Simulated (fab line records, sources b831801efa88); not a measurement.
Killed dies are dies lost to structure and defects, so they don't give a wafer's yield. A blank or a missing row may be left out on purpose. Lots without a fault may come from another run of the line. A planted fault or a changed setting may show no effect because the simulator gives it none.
Which tool did it? | flow sky130 | 11 lots, 33 wafers sampled, at 5 steps of a route of 708

WHAT THE GAUGES READ, wafer by wafer
SKY_VT_ADJUST_PCH_TW_MEAS_10.
lot  | measured     | on            | VT_ADJUST_PCH_TW
L900 | day 10 01:36 | film_metro-04 | 143.8 143.4 143.7
L902 | day 10 13:25 | film_metro-04 | 143.2 143.0 142.9
L904 | day 11 13:17 | film_metro-03 | 139.7 139.9 139.7
L907 | day 12 07:35 | film_metro-01 | 142.3 142.1 142.0
L908 | day 12 13:23 | film_metro-01 | 141.7 141.7 141.2
L917 | day 16 03:40 | film_metro-04 | 142.4 143.0 143.0
L916 | day 16 05:36 | film_metro-01 | 142.8 142.6 142.1
L918 | day 16 20:31 | film_metro-01 | 142.2 141.6 142.5
L921 | day 17 10:31 | film_metro-04 | 144.3 144.1 144.5
L920 | day 17 11:21 | film_metro-04 | 144.0 143.7 143.9
L922 | day 17 14:39 | film_metro-04 | 144.0 144.1 144.1

SKY_GATE_OXIDE_TW_MEAS_14.
lot  | measured     | on            | GATE_OXIDE_TW
L900 | day 13 11:54 | film_metro-02 | 226 225 225
L902 | day 13 22:10 | film_metro-04 | 227 226 226
L904 | day 15 00:17 | film_metro-04 | 226 226 227
L907 | day 16 00:03 | film_metro-03 | 220 219 220
L908 | day 16 03:25 | film_metro-03 | 219 219 220
L917 | day 20 07:10 | film_metro-02 | 356 356 356 357 356 356
L916 | day 20 07:27 | film_metro-03 | 220 218 219
L918 | day 20 21:49 | film_metro-03 | 342 341 342 342 342 341
L921 | day 21 12:34 | film_metro-03 | 220 219 220
L920 | day 21 17:33 | film_metro-03 | 220 219 219
L922 | day 21 19:45 | film_metro-03 | 219 220 219

WHICH TOOL RAN EACH LOT (tool, then ch and the chambers of the sampled wafers, then the start)
lot  | SKY_VT_ADJUST_PCH_STRIP_09           | SKY_SONOS_ONO_ETCH_15              | SKY_GATE_OXIDE_IMPLANT_11
L900 | plasma_asher-01 ch 0,1, day 10 01:30 | rie_diel-01 ch 0,2, day 12 08:21   | implanter-02 ch 0, day 13 11:33
L902 | plasma_asher-04 ch 0,1, day 10 13:20 | rie_diel-04 ch 0,1,2, day 12 18:19 | implanter-02 ch 0, day 13 21:51
L904 | plasma_asher-03 ch 0,1, day 11 13:11 | rie_diel-02 ch 0,2, day 13 18:54   | implanter-03 ch 0, day 14 23:56
L907 | plasma_asher-01 ch 0,1, day 12 07:29 | rie_diel-01 ch 0,1,2, day 14 18:30 | implanter-04 ch 0, day 15 23:42
L908 | plasma_asher-03 ch 0,1, day 12 13:15 | rie_diel-02 ch 2,3, day 14 21:58   | implanter-04 ch 0, day 16 03:05
L917 | plasma_asher-01 ch 0,1, day 16 03:33 | rie_diel-02 ch 1,2, day 18 19:49   | implanter-04 ch 0, day 20 06:50
L916 | plasma_asher-04 ch 0,1, day 16 05:30 | rie_diel-04 ch 0,2, day 18 20:07   | implanter-03 ch 0, day 20 07:06
L918 | plasma_asher-01 ch 0,1, day 16 20:26 | rie_diel-02 ch 0,1, day 19 12:55   | implanter-04 ch 0, day 20 21:29
L921 | plasma_asher-03 ch 0,1, day 17 10:24 | rie_diel-01 ch 0,1,2, day 20 03:36 | implanter-02 ch 0, day 21 12:14
L920 | plasma_asher-03 ch 0,1, day 17 11:15 | rie_diel-01 ch 0,2,3, day 20 09:03 | implanter-03 ch 0, day 21 17:12
L922 | plasma_asher-04 ch 0,1, day 17 14:33 | rie_diel-01 ch 1,2,3, day 20 11:06 | implanter-02 ch 0, day 21 19:24
- SKY_VT_ADJUST_PCH_STRIP_09: strips in O2/N2.
- SKY_SONOS_ONO_ETCH_15: etches the open film in CHF3/O2, target depth 19.52 nm, time 7.8 s.
- SKY_GATE_OXIDE_IMPLANT_11

WHAT THE TOOLS THEMSELVES READ (means of the sampled wafers that have a number; where no wafer has one, the mark that the record gives instead)
SKY_VT_ADJUST_PCH_STRIP_09.
lot  | tool            | drypump_motor_current_A (A) | n2_flow_sccm (sccm) | oes_product_au (a.u.) | strip_time_to_endpoint_s (s)
L900 | plasma_asher-01 | 6.0                         | 300.1               | 0.721                 | 36.85
L902 | plasma_asher-04 | 5.3                         | 300.1               | 0.722                 | 37.04
L904 | plasma_asher-03 | 5.8                         | 298.8               | 0.724                 | 36.99
L907 | plasma_asher-01 | 6.0                         | 300.1               | 0.718                 | 36.86
L908 | plasma_asher-03 | 5.8                         | 300.6               | 0.724                 | 37.09
L917 | plasma_asher-01 | 6.4                         | 300.8               | 0.724                 | 36.99
L916 | plasma_asher-04 | 5.3                         | 300.3               | 0.724                 | 36.93
L918 | plasma_asher-01 | 6.4                         | 300.1               | 0.721                 | 36.96
L921 | plasma_asher-03 | 5.5                         | 299.9               | 0.721                 | 37.01
L920 | plasma_asher-03 | 5.6                         | 299.3               | 0.725                 | 37.23
L922 | plasma_asher-04 | 5.3                         | 300.3               | 0.726                 | 37.13

SKY_SONOS_ONO_ETCH_15.
lot  | tool        | drypump_motor_current_A (A) | oes_product_au (a.u.) | throttle_valve_pct (%)
L900 | rie_diel-01 | 5.2                         | 0.992                 | 8.823
L902 | rie_diel-04 | 5.7                         | 1.003                 | 8.814
L904 | rie_diel-02 | 5.5                         | 0.985                 | 8.819
L907 | rie_diel-01 | 5.2                         | 0.991                 | 8.817
L908 | rie_diel-02 | 5.9                         | 0.997                 | 8.825
L917 | rie_diel-02 | 5.6                         | 0.985                 | 8.823
L916 | rie_diel-04 | 5.5                         | 1.011                 | 8.836
L918 | rie_diel-02 | 5.3                         | 0.989                 | 8.823
L921 | rie_diel-01 | 5.2                         | 0.993                 | 8.825
L920 | rie_diel-01 | 5.4                         | 0.995                 | 8.820
L922 | rie_diel-01 | 5.4                         | 0.996                 | 8.828

SKY_GATE_OXIDE_IMPLANT_11.
lot  | tool         | beam_on_s (s) | dose_ions_cm2 | faraday_current_uA
L900 | implanter-02 | 10.21         | 2.5955e+12    | 14.3
L902 | implanter-02 | 10.00         | 2.6000e+12    | 14.7
L904 | implanter-03 | 9.78          | 2.5993e+12    | 15.0
L907 | implanter-04 | 9.88          | 2.6000e+12    | 14.8
L908 | implanter-04 | 10.02         | 2.6051e+12    | 14.7
L917 | implanter-04 | 10.21         | 1.2009e+13    | 66.5
L916 | implanter-03 | 10.18         | 2.5974e+12    | 14.4
L918 | implanter-04 | 9.90          | 1.2011e+13    | 68.5
L921 | implanter-02 | 10.16         | 2.5990e+12    | 14.4
L920 | implanter-03 | 9.96          | 2.5977e+12    | 14.7
L922 | implanter-02 | 9.74          | 2.5988e+12    | 15.0

THE ANSWER, worked out from the rows above alone
Rule: what is usual is taken from the lots themselves. Put in order of their means at a reading, lots are off if they are a third of the lots or fewer, leave a main group of 4 or more, and stand apart from it by a gap of 3 or more times the standard deviation of the main group's means; of several such gaps the widest counts. A main group whose means are all the same, to the digits that the tables above print for the reading, isn't used. A lot without any number at a reading at which 4 lots or more have one is off too. The other lots that the step has rows for count as sound. The gauges are gone through in route order, then the tools' own readings, and for those a lot's mean is taken as printed above. The first step at which some lot is off is used, and at that step the reading that is off furthest; a lot without a number counts as furthest.
Off: L917, L918, at SKY_GATE_OXIDE_TW_MEAS_14 (GATE_OXIDE_TW). The main group: mean 222, standard deviation 3.1.
A tool fits if, at a process step before that reading, it ran every lot that is off, and no sound lot after the first of them. The gauges at SKY_GATE_OXIDE_TW_MEAS_14 aren't tried: what is off there is off at SKY_GATE_OXIDE_IMPLANT_11 too, on other tools, and a gauge's error can't cause that. Can't be told from this: 3 tools fit, plasma_asher-01 at SKY_VT_ADJUST_PCH_STRIP_09, rie_diel-02 at SKY_SONOS_ONO_ETCH_15, implanter-04 at SKY_GATE_OXIDE_IMPLANT_11.

WHAT THE SIMULATOR HAD PUT IN
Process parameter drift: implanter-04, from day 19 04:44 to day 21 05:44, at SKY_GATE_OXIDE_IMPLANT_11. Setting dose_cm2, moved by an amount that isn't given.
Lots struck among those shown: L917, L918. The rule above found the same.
